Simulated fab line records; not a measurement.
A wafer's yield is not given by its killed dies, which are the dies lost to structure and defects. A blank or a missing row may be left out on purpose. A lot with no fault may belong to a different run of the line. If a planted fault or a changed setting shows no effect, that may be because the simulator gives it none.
fab line records	flow gf180mcu
record lots=15	wafers=45	last_day=34
route steps=602 shown M3@414
lots that met no fault: from a run of the same line without faults
start_h: start of the lot's first displayed wafer, in hours after the record's first day	wait_h: hours from the lot's prior step to this one	" the same as in the row above	L1.1+2: a row that stands for several wafers	- either no value or no given start	* or withheld: withheld	< > ~ a bound
route shown NAME@n: names a module that has steps shown in the file, with the first one's number in the route	usual: mean and standard deviation over wafers with no fault	same: alike in all rows	chamber/n: place in a boat	sites: per-site readings	_std_site: standard deviation across them	_edge_site: outer sites' mean less inner sites'	radius_mm: for every site, how far away it sits from the centre of the wafer	mask NAME#n: copy n	behind: the last tool/chamber to shape the wafer	hold: cause of the lot's hold/its duration in hours/its outcome	device: the n, p or np transistor that did not switch	end of line: tests of these same wafers at the route's end	a step without rows: its recipe alone	killed: count of dies lost to structure and defects at first sort (not the wafer's yield)	map: a wafer's dies, marking killed ones x, the rest . and places with no die _
set.NAME: the setting that was run; set.NAME@STEP: the one run at that earlier step	model.NAME: the simulator's own value behind a step, which no gauge read
steps of the route over a sample of lots; a table a step, a row a wafer
services: when a tool's chamber went out of use (start_h, in hours from the record's first day, below 0 if earlier), for how many hours, and the reason
## steps
# step GF_M3_RS_MEAS_05
# recipe thk_meas_gauge=four-point-probe	reads=TiN_of_M3_SPUTTER_04+Ti_of_M3_SPUTTER_03+AlCu_of_M3_SPUTTER_02+TiN_of_M3_SPUTTER_01+Ti_of_M3_SPUTTER_00
# usual M3_ALCU_RS=0.0699/0.00082
lot.wafer	tool	chamber	start_h	wait_h	M3_ALCU_RS[ohm/sq]
L694.1	film_metro-04	-	472.19	0.0	0.0694
L694.2	"	-	"	"	0.0692
L694.4	"	-	"	"	0.0700
L697.2	film_metro-02	-	494.67	0.0	0.0692
L697.3	"	-	"	"	0.0705
L697.6	"	-	"	"	0.0692
L698.1	film_metro-02	-	501.43	0.0	0.0695
L698.3	"	-	"	"	0.0696
L698.4	"	-	"	"	0.0694
L699.3	film_metro-02	-	513.38	0.1	0.0693
L699.4	"	-	"	"	0.0684
L699.6	"	-	"	"	0.0680
L700.3	film_metro-02	-	520.83	0.1	0.0695
L700.4	"	-	"	"	0.0692
L700.6	"	-	"	"	0.0705
L701.1	film_metro-02	-	535.63	0.0	0.0698
L701.4	"	-	"	"	0.0695
L701.5	"	-	"	"	0.0686
L702.3	film_metro-04	-	536.97	0.1	0.0714
L702.5	"	-	"	"	0.0706
L702.6	"	-	"	"	0.0701
L703.2	film_metro-02	-	540.11	0.0	0.0715
L703.4	"	-	"	"	0.0706
L703.5	"	-	"	"	0.0715
L704.1	film_metro-03	-	556.44	0.0	0.0692
L704.4	"	-	"	"	0.0696
L704.6	"	-	"	"	0.0702
L709.1	film_metro-03	-	594.08	0.0	0.0702
L709.5	"	-	"	"	0.0698
L709.6	"	-	"	"	0.0704
L710.2	film_metro-02	-	602.64	0.0	0.0701
L710.5	"	-	"	"	0.0695
L710.6	"	-	"	"	0.0685
L711.1	film_metro-03	-	616.58	0.0	0.0697
L711.3	"	-	"	"	0.0708
L711.4	"	-	"	"	0.0707
L715.4	film_metro-03	-	643.18	0.1	0.0707
L715.5	"	-	"	"	0.0701
L715.6	"	-	"	"	0.0718
L716.2	film_metro-03	-	645.34	0.0	0.0704
L716.5	"	-	"	"	0.0687
L716.6	"	-	"	"	0.0701
L717.1	film_metro-03	-	654.83	0.0	0.0709
L717.2	"	-	"	"	0.0710
L717.3	"	-	"	"	0.0704
# step GF_M3_DEVELOP_13
# recipe develop_time_s=60	dev_temp_c=21
# usual chill_plate_temp_C=23.02/0.1	develop_time_s=60/0
lot.wafer	tool	chamber	start_h	wait_h	chill_plate_temp_C	develop_time_s
L694.1	litho_track-02	0	496.07	0.2	23.14	60
L694.2	"	0	"	"	23.10	60
L694.4	"	0	"	"	23.09	60
L697.2	litho_track-02	0	517.95	0.2	22.82	60
L697.3	"	0	"	"	22.93	60
L697.6	"	0	"	"	22.91	60
L698.1	litho_track-01	0	524.69	0.2	22.91	60
L698.3	"	0	"	"	23.04	60
L698.4	"	0	"	"	22.99	60
L699.3	litho_track-02	0	536.02	0.1	23.06	60
L699.4	"	0	"	"	23.00	60
L699.6	"	0	"	"	23.04	60
L700.3	litho_track-01	0	543.84	0.1	23.00	60
L700.4	"	0	"	"	22.99	60
L700.6	"	0	"	"	23.01	60
L701.1	litho_track-02	0	557.92	0.2	22.90	60
L701.4	"	0	"	"	22.94	60
L701.5	"	0	"	"	22.95	60
L702.3	litho_track-02	0	559.52	0.1	23.06	60
L702.5	"	0	"	"	23.23	60
L702.6	"	0	"	"	23.19	60
L703.2	litho_track-03	0	561.88	0.2	22.86	60
L703.4	"	0	"	"	22.95	60
L703.5	"	0	"	"	22.91	60
L704.1	litho_track-03	0	578.60	0.2	22.98	60
L704.4	"	0	"	"	22.94	60
L704.6	"	0	"	"	22.84	60
L709.1	litho_track-03	-	615.05	0.2	-	-
L709.5	"	-	"	"	-	-
L709.6	"	-	"	"	-	-
L710.2	litho_track-01	-	623.71	0.2	-	-
L710.5	"	-	"	"	-	-
L710.6	"	-	"	"	-	-
L711.1	litho_track-01	-	636.34	0.2	-	-
L711.3	"	-	"	"	-	-
L711.4	"	-	"	"	-	-
L715.4	litho_track-03	0	662.88	0.1	22.92	60
L715.5	"	0	"	"	23.10	60
L715.6	"	0	"	"	23.03	60
L716.2	litho_track-01	0	665.06	0.2	23.03	60
L716.5	"	0	"	"	23.04	60
L716.6	"	0	"	"	23.06	60
L717.1	litho_track-02	0	673.37	0.2	22.81	60
L717.2	"	0	"	"	23.08	60
L717.3	"	0	"	"	22.97	60
# step GF_M3_CD_MEAS_14
# recipe target_cd_nm=280
# usual cd_nm=279.8/1.1
lot.wafer	tool	chamber	start_h	wait_h	cd_nm
L694.1	cd_sem-01	-	496.22	0.1	277.7
L694.2	"	-	"	"	279.2
L694.4	"	-	"	"	280.2
L697.2	cd_sem-02	-	518.09	0.1	281.3
L697.3	"	-	"	"	281.8
L697.6	"	-	"	"	281.6
L698.1	cd_sem-01	-	524.84	0.1	279.9
L698.3	"	-	"	"	279.8
L698.4	"	-	"	"	279.4
L699.3	cd_sem-01	-	536.16	0.1	279.4
L699.4	"	-	"	"	280.2
L699.6	"	-	"	"	279.2
L700.3	cd_sem-02	-	543.98	0.1	277.7
L700.4	"	-	"	"	280.1
L700.6	"	-	"	"	281.6
L701.1	cd_sem-02	-	558.07	0.1	279.0
L701.4	"	-	"	"	279.0
L701.5	"	-	"	"	278.7
L702.3	cd_sem-02	-	559.66	0.1	281.1
L702.5	"	-	"	"	280.9
L702.6	"	-	"	"	280.6
L703.2	cd_sem-02	-	562.02	0.1	280.4
L703.4	"	-	"	"	278.9
L703.5	"	-	"	"	279.6
L704.1	cd_sem-01	-	578.75	0.1	278.9
L704.4	"	-	"	"	278.5
L704.6	"	-	"	"	279.5
L709.1	cd_sem-02	-	615.20	0.1	-
L709.5	"	-	"	"	-
L709.6	"	-	"	"	-
L710.2	cd_sem-02	-	623.86	0.1	-
L710.5	"	-	"	"	-
L710.6	"	-	"	"	-
L711.1	cd_sem-02	-	636.49	0.1	-
L711.3	"	-	"	"	-
L711.4	"	-	"	"	-
L715.4	cd_sem-01	-	663.01	0.1	280.6
L715.5	"	-	"	"	280.2
L715.6	"	-	"	"	281.0
L716.2	cd_sem-01	-	665.21	0.1	281.5
L716.5	"	-	"	"	281.3
L716.6	"	-	"	"	279.4
L717.1	cd_sem-01	-	673.52	0.1	281.1
L717.2	"	-	"	"	280.6
L717.3	"	-	"	"	280.4
# step GF_M3_STRIP_17
# recipe chemistry=O2/N2	power_w=1400	pressure_mtorr=1500	platen_temp_c=250	o2_flow_sccm=3000	n2_flow_sccm=300	overash_fraction=0.5
# usual drypump_motor_current_A=5.6/0.57	heater_power_w=323/21	oes_product_au=0.559/0.0051	platen_temp_c=249.99/0.16	strip_time_to_endpoint_s=7.89/0.043
lot.wafer	tool	chamber	start_h	wait_h	drypump_motor_current_A	heater_power_w	oes_product_au	platen_temp_c	rf_hours_counter_h	strip_time_to_endpoint_s
L694.1	plasma_asher-04	1	496.49	0.1	5.6	329	0.567	249.99	39	7.92
L694.2	"	0	"	"	5.1	309	0.555	250.10	39	7.84
L694.4	"	0	"	"	5.1	298	0.553	249.95	-	7.88
L697.2	plasma_asher-03	0	518.45	0.1	4.8	340	0.554	250.07	73	7.89
L697.3	"	1	"	"	6.0	345	0.556	249.99	-	7.90
L697.6	"	0	"	"	4.9	337	0.560	249.91	-	7.90
L698.1	plasma_asher-04	1	525.14	0.1	5.6	334	0.561	250.07	42	7.82
L698.3	"	0	"	"	5.1	298	0.561	250.07	-	7.84
L698.4	"	1	"	"	5.6	336	0.565	250.13	-	7.85
L699.3	plasma_asher-04	0	536.42	0.1	5.1	300	0.559	249.87	-	7.88
L699.4	"	1	"	"	5.7	334	0.562	249.81	-	7.86
L699.6	"	0	"	"	5.1	304	0.553	249.81	-	7.87
L700.3	plasma_asher-02	0	544.24	0.1	6.5	281	0.553	250.08	-	7.84
L700.4	"	1	"	"	5.4	323	0.557	250.29	-	7.87
L700.6	"	1	"	"	5.4	313	0.559	249.80	-	7.86
L701.1	plasma_asher-03	0	558.34	0.1	4.9	334	0.561	250.08	77	7.89
L701.4	"	1	"	"	6.1	352	0.565	249.88	-	7.85
L701.5	"	1	"	"	6.0	341	0.567	250.04	-	7.87
L702.3	plasma_asher-03	1	559.92	0.1	6.0	347	0.558	249.98	-	7.85
L702.5	"	0	"	"	4.9	341	0.555	250.22	-	7.87
L702.6	"	1	"	"	6.0	352	0.559	250.06	-	7.91
L703.2	plasma_asher-02	1	562.27	0.1	5.4	313	0.565	249.92	14	7.92
L703.4	"	0	"	"	6.5	278	0.548	249.85	-	7.92
L703.5	"	1	"	"	5.4	315	0.551	250.11	-	7.87
L704.1	plasma_asher-02	1	579.13	0.2	5.4	316	0.573	250.12	15	7.90
L704.4	"	0	"	"	6.5	289	0.560	249.94	-	7.88
L704.6	"	1	"	"	5.4	312	0.558	250.16	-	7.94
L709.1	plasma_asher-03	1	615.47	0.1	6.0	343	0.559	249.83	83	8.03
L709.5	"	1	"	"	6.0	341	0.565	250.12	-	8.11
L709.6	"	0	"	"	4.8	332	0.569	249.97	-	8.03
L710.2	plasma_asher-03	0	624.11	0.1	4.9	332	0.570	249.35	85	8.04
L710.5	"	1	"	"	6.0	352	0.565	249.91	-	8.05
L710.6	"	0	"	"	4.9	340	0.563	249.94	-	8.01
L711.1	plasma_asher-03	1	636.76	0.1	6.0	339	0.568	249.89	87	8.06
L711.3	"	1	"	"	6.0	346	0.573	250.10	-	8.10
L711.4	"	0	"	"	4.9	334	0.563	249.93	-	8.01
L715.4	plasma_asher-04	1	663.25	0.1	5.6	329	0.565	250.07	-	7.96
L715.5	"	0	"	"	5.1	302	0.555	250.34	-	7.87
L715.6	"	1	"	"	5.6	332	0.562	250.02	-	7.96
L716.2	plasma_asher-04	0	665.45	0.1	5.2	300	0.560	249.79	58	7.94
L716.5	"	1	"	"	5.6	329	0.565	250.04	-	7.94
L716.6	"	0	"	"	5.1	307	0.547	249.67	-	7.82
L717.1	plasma_asher-02	0	673.79	0.1	6.5	281	0.567	249.73	24	8.00
L717.2	"	1	"	"	5.4	319	0.568	250.10	24	7.87
L717.3	"	1	"	"	5.4	316	0.553	250.05	-	7.91
## services
tool	chamber	start_h	hours	kind
plasma_asher-04	-	476.41	1.8	repair
plasma_asher-03	-	490.56	1.7	repair
plasma_asher-02	-	615.48	14.6	pm
plasma_asher-03	-	620.67	1.0	repair
plasma_asher-03	-	651.20	2.9	repair
## key
first_sign step=GF_M3_DEVELOP_13	reading=tool_record	direction=missing
effect none on later readings
met_at GF_M3_DEVELOP_13
struck_lots L709,L710,L711
later_rows_left_out L709.1,L709.5,L709.6,L710.2,L710.5,L710.6,L711.1,L711.3,L711.4
sort_left_out L709.1,L709.5,L709.6,L710.2,L710.5,L710.6,L711.1,L711.3,L711.4
not_acting_at GF_M3_RS_MEAS_05,GF_M3_CD_MEAS_14,GF_M3_STRIP_17
onset_between 578.60 615.05
fault kind=skipped_step_whole	tool=litho_track-01,litho_track-03	chamber=-	onset_h=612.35	steps=GF_M3_DEVELOP_13	scope=struck_lots_only
# sort_left_out: the simulated sort isn't trusted on such a fault, so these wafers' sort isn't shown, and their yield isn't known
# later_rows_left_out: the simulator's readings of these wafers behind a module that went badly wrong aren't trusted and aren't shown, but for the sort
